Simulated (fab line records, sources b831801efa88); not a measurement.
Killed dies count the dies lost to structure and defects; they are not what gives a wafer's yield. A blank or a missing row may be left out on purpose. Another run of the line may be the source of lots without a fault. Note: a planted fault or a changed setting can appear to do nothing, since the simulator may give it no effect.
Which tool was responsible? || flow gf180mcu || Sampling: 6 lots, 18 wafers, 2 of 602 route steps

## WHAT THE GAUGES READ, wafer by wafer
GF_V1_THK_MEAS_01.
{"lot": "L948", "measured": "day 19 14:45", "on": "filmMetro-03", "V1_CVD_00_THK (nm)": "593 595 589"}
{"lot": "L949", "measured": "day 19 22:19", "on": "filmMetro-04", "V1_CVD_00_THK (nm)": "600 594 600"}
{"lot": "L957", "measured": "day 22 21:32", "on": "filmMetro-04", "V1_CVD_00_THK (nm)": "609 601 608"}
{"lot": "L959", "measured": "day 23 12:59", "on": "filmMetro-03", "V1_CVD_00_THK (nm)": "604 608 607"}
{"lot": "L961", "measured": "day 24 03:26", "on": "filmMetro-04", "V1_CVD_00_THK (nm)": "592 601 599"}
{"lot": "L964", "measured": "day 25 04:47", "on": "filmMetro-03", "V1_CVD_00_THK (nm)": "592 588 589"}

## WHICH TOOL RAN EACH LOT (tool, then ch and the chambers of the sampled wafers, then the start)
{"lot": "L948", "GF_SAB_STRIP_13": "plasmaAsher-01 ch 1, day 17 11:00"}
{"lot": "L949", "GF_SAB_STRIP_13": "plasmaAsher-04 ch 0,1, day 17 17:58"}
{"lot": "L957", "GF_SAB_STRIP_13": "plasmaAsher-04 ch 0,1, day 20 18:05"}
{"lot": "L959", "GF_SAB_STRIP_13": "plasmaAsher-04 ch 0,1, day 21 09:31"}
{"lot": "L961", "GF_SAB_STRIP_13": "plasmaAsher-02 ch 0,1, day 22 00:50"}
{"lot": "L964", "GF_SAB_STRIP_13": "plasmaAsher-01 ch 0,1, day 23 03:29"}
- GF_SAB_STRIP_13: strips in O2/N2.

## THE ANSWER, worked out from the rows above alone
Rule: the usual values come from the lots themselves. The widest of any qualifying gaps counts: lots, ordered by their means at a reading, are off when they make up no more than a third of the lots, leave a main group of 4 or more, and stand apart from it by 3 or more times the standard deviation of that group's means. A main group whose means are all the same, to the digits that the tables above print for the reading, isn't used. A lot without any number at a reading at which 4 lots or more have one is off too. The other lots that the step has rows for count as sound.
Nothing can be told from this: no lot is off at any reading shown.

## WHAT HAD BEEN PUT IN BY THE SIMULATOR
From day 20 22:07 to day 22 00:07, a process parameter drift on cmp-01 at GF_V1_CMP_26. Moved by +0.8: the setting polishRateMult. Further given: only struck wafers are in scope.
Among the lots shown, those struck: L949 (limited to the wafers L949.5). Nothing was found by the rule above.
